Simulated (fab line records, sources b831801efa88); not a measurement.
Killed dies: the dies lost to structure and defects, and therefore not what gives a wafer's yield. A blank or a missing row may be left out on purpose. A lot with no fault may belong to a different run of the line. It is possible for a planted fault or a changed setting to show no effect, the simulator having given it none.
Check for tools in common :: flow sky130 :: 39 wafers sampled across 13 lots

== WHY IT WAS OPENED ==
At SKY_SONOS_ONO_THK_MEAS_03 the reading SONOS_ONO_CVD_02_THK is flagged on 1 of 13 lots. Fault-free wafers read 10.52 nm, with a standard deviation of 0.12.
Rule: a lot is flagged in two cases, either no wafer of it has a number, or all its wafers with numbers fall more than 4 standard deviations from that mean. All remaining lots are regarded as sound.

lot: L856
measured: day 11 16:06
on: filmMetro-01
SONOS_ONO_CVD_02_THK (nm), wafer by wafer: 10.58 10.59 10.64
flag: 

lot: L857
measured: day 11 16:08
on: filmMetro-02
SONOS_ONO_CVD_02_THK (nm), wafer by wafer: 10.77 10.72 10.66
flag: 

lot: L858
measured: day 12 01:01
on: filmMetro-02
SONOS_ONO_CVD_02_THK (nm), wafer by wafer: 10.49 10.53 10.63
flag: 

lot: L860
measured: day 13 02:02
on: filmMetro-02
SONOS_ONO_CVD_02_THK (nm), wafer by wafer: 10.54 10.51 10.40
flag: 

lot: L861
measured: day 13 05:39
on: filmMetro-02
SONOS_ONO_CVD_02_THK (nm), wafer by wafer: 10.48 10.55 10.50
flag: 

lot: L862
measured: day 13 15:56
on: filmMetro-04
SONOS_ONO_CVD_02_THK (nm), wafer by wafer: 10.44 10.48 10.45
flag: 

lot: L863
measured: day 14 00:56
on: filmMetro-01
SONOS_ONO_CVD_02_THK (nm), wafer by wafer: 10.41 10.55 10.60
flag: 

lot: L866
measured: day 14 20:38
on: filmMetro-02
SONOS_ONO_CVD_02_THK (nm), wafer by wafer: 10.60 10.52 10.43
flag: 

lot: L867
measured: day 15 07:52
on: filmMetro-01
SONOS_ONO_CVD_02_THK (nm), wafer by wafer: 10.46 10.51 10.48
flag: 

lot: L868
measured: day 15 11:01
on: filmMetro-02
SONOS_ONO_CVD_02_THK (nm), wafer by wafer: 10.58 10.34 10.29
flag: 

lot: L870
measured: day 15 23:59
on: filmMetro-01
SONOS_ONO_CVD_02_THK (nm), wafer by wafer: 10.55 10.40 10.39
flag: 

lot: L871
measured: day 16 12:05
on: filmMetro-02
SONOS_ONO_CVD_02_THK (nm), wafer by wafer: 10.56 10.67 10.58
flag: 

lot: L875
measured: day 17 22:54
on: filmMetro-04
SONOS_ONO_CVD_02_THK (nm), wafer by wafer: 11.56 11.78 11.70
flag: FLAGGED
The numbers of the flagged lots are 11.68 nm on average: +1.16 nm against the usual, or +10 standard deviations.

== EACH LOT AND THE TOOL IT RAN ON ==
The record holds 1 process step before the reading, out of a route of 708 steps. In each cell: the tool, then ch and the chambers that the sampled wafers went through, then the start.
lot: L856
flag: 
SKY_SONOS_ONO_CVD_02: lpcvd-02 ch 0, day 11 15:03

lot: L857
flag: 
SKY_SONOS_ONO_CVD_02: lpcvd-02 ch 1, day 11 15:03

lot: L858
flag: 
SKY_SONOS_ONO_CVD_02: lpcvd-02 ch 1, day 11 23:56

lot: L860
flag: 
SKY_SONOS_ONO_CVD_02: lpcvd-02 ch 1, day 13 00:28

lot: L861
flag: 
SKY_SONOS_ONO_CVD_02: lpcvd-02 ch 0, day 13 04:35

lot: L862
flag: 
SKY_SONOS_ONO_CVD_02: lpcvd-02 ch 0, day 13 14:52

lot: L863
flag: 
SKY_SONOS_ONO_CVD_02: lpcvd-02 ch 1, day 13 23:53

lot: L866
flag: 
SKY_SONOS_ONO_CVD_02: lpcvd-02 ch 1, day 14 19:35

lot: L867
flag: 
SKY_SONOS_ONO_CVD_02: lpcvd-02 ch 1, day 15 06:48

lot: L868
flag: 
SKY_SONOS_ONO_CVD_02: lpcvd-02 ch 1, day 15 09:58

lot: L870
flag: 
SKY_SONOS_ONO_CVD_02: lpcvd-02 ch 1, day 15 22:55

lot: L871
flag: 
SKY_SONOS_ONO_CVD_02: lpcvd-02 ch 0, day 16 11:02

lot: L875
flag: FLAGGED
SKY_SONOS_ONO_CVD_02: lpcvd-02 ch 0, day 17 21:50
These steps, and what they do:
- SKY_SONOS_ONO_CVD_02: deposits Si3N4 from DCS/NH3, target thk 10.5 nm, time 180 s.
- SKY_SONOS_ONO_THK_MEAS_03

== FLAGGED AGAINST TOTAL, ONE TOOL AT A TIME (gauges that did the reading follow at the end) ==
step: SKY_SONOS_ONO_CVD_02
tool: lpcvd-02
lots run: 13
flagged: 1
share of the flagged lots: all
sound lots run after its first flagged lot: 0

step: SKY_SONOS_ONO_THK_MEAS_03
tool: filmMetro-01
lots run: 4
flagged: 0
share of the flagged lots: none
sound lots run after its first flagged lot: -

step: SKY_SONOS_ONO_THK_MEAS_03
tool: filmMetro-02
lots run: 7
flagged: 0
share of the flagged lots: none
sound lots run after its first flagged lot: -

step: SKY_SONOS_ONO_THK_MEAS_03
tool: filmMetro-04
lots run: 2
flagged: 1
share of the flagged lots: all
sound lots run after its first flagged lot: 0

== THE TABLE: WHAT IT ALLOWS ==
In 2 table rows, all flagged lots were run: lpcvd-02 (SKY_SONOS_ONO_CVD_02), filmMetro-04 (SKY_SONOS_ONO_THK_MEAS_03).
- lpcvd-02 at SKY_SONOS_ONO_CVD_02: 1 of its 13 lots flagged. Its last sound lot is L871 (day 16 11:02), its first flagged lot L875 (day 17 21:50): a fault that began between those two fits.
- filmMetro-04 at SKY_SONOS_ONO_THK_MEAS_03: 1 of its 2 lots flagged. Its last sound lot is L862 (day 13 15:56), its first flagged lot L875 (day 17 22:54): a fault that began between those two fits.
These 2 tools cannot be told apart by counting lots, since each of them fits a fault that started at some hour. More lots, or a look at what each step does to the wafer, might.

== WHAT THE SIMULATOR HAD INSERTED ==
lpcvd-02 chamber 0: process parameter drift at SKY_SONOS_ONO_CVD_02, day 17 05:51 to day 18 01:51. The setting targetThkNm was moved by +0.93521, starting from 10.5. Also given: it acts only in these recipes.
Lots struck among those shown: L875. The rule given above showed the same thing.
